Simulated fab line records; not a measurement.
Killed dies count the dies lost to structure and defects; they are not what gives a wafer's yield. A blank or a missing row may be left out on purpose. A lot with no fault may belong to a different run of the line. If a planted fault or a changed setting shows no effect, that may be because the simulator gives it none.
Which tool was responsible? | flow sky130 | 12 lots, 36 wafers sampled, at 2 steps of a route of 708

== WHAT EACH GAUGE READ, for each wafer ==
SKY_VT_ADJUST_LVTN_OVL_MEAS_18.
lot  | measured     | on         | VT_ADJUST_LVTN_01_OVL (nm)
L075 | day 7 22:58  | overlay-02 | 0.0 -0.5 -1.1
L077 | day 8 16:43  | overlay-01 | 0.5 -0.7 -1.7
L079 | day 9 09:07  | overlay-02 | -0.1 2.2 0.3
L081 | day 9 20:35  | overlay-02 | -2.5 -0.5 -0.1
L083 | day 10 08:21 | overlay-02 | -0.4 -1.5 0.6
L085 | day 10 19:43 | overlay-02 | -0.6 -1.7 -0.9
L087 | day 11 10:40 | overlay-02 | -0.3 -0.1 0.3
L089 | day 11 20:34 | overlay-02 | -0.9 -3.2 -0.9
L091 | day 12 15:40 | overlay-02 | 3.2 2.7 2.5
L093 | day 13 06:44 | overlay-01 | 0.3 1.6 1.5
L095 | day 13 13:01 | overlay-02 | 0.0 -2.5 -0.1
L097 | day 14 08:01 | overlay-01 | -2.8 -0.9 -2.2

== WHICH TOOL RAN EACH LOT (tool, then ch and the chambers of the sampled wafers, then the start) ==
lot  | SKY_FIELD_ISO_SOFTBAKE_09
L075 | litho-track-02 ch 0, day 7 22:58 or earlier
L077 | litho-track-01 ch 0, day 8 16:43 or earlier
L079 | litho-track-02 ch 0, day 9 09:07 or earlier
L081 | litho-track-03 ch 0, day 9 20:35 or earlier
L083 | litho-track-03 ch 0, day 10 08:21 or earlier
L085 | litho-track-03 ch 0, day 10 19:43 or earlier
L087 | litho-track-02 ch 0, day 11 10:40 or earlier
L089 | litho-track-02 ch 0, day 11 20:34 or earlier
L091 | litho-track-02 ch 0, day 12 15:40 or earlier
L093 | litho-track-01 ch 0, day 13 06:44 or earlier
L095 | litho-track-02 ch 0, day 13 13:01 or earlier
L097 | litho-track-03 ch 0, day 14 08:01 or earlier
- SKY_FIELD_ISO_SOFTBAKE_09: time 92.96 s.

== THE ANSWER, worked out from the rows above alone ==
Rule: what is usual is taken from the lots themselves. Put in order of their means at a reading, lots are off if they are a third of the lots or fewer, leave a main group of 4 or more, and stand apart from it by a gap of 3 or more times the standard deviation of the main group's means; of several such gaps the widest counts. Not used: any main group whose means are identical at the precision the tables above print for the reading. A lot without any number at a reading at which 4 lots or more have one is off too. Any other lot the step has rows for is counted as sound.
Nothing can be told from this: no lot is off at any reading shown.

== WHAT WAS PUT IN BY THE SIMULATOR ==
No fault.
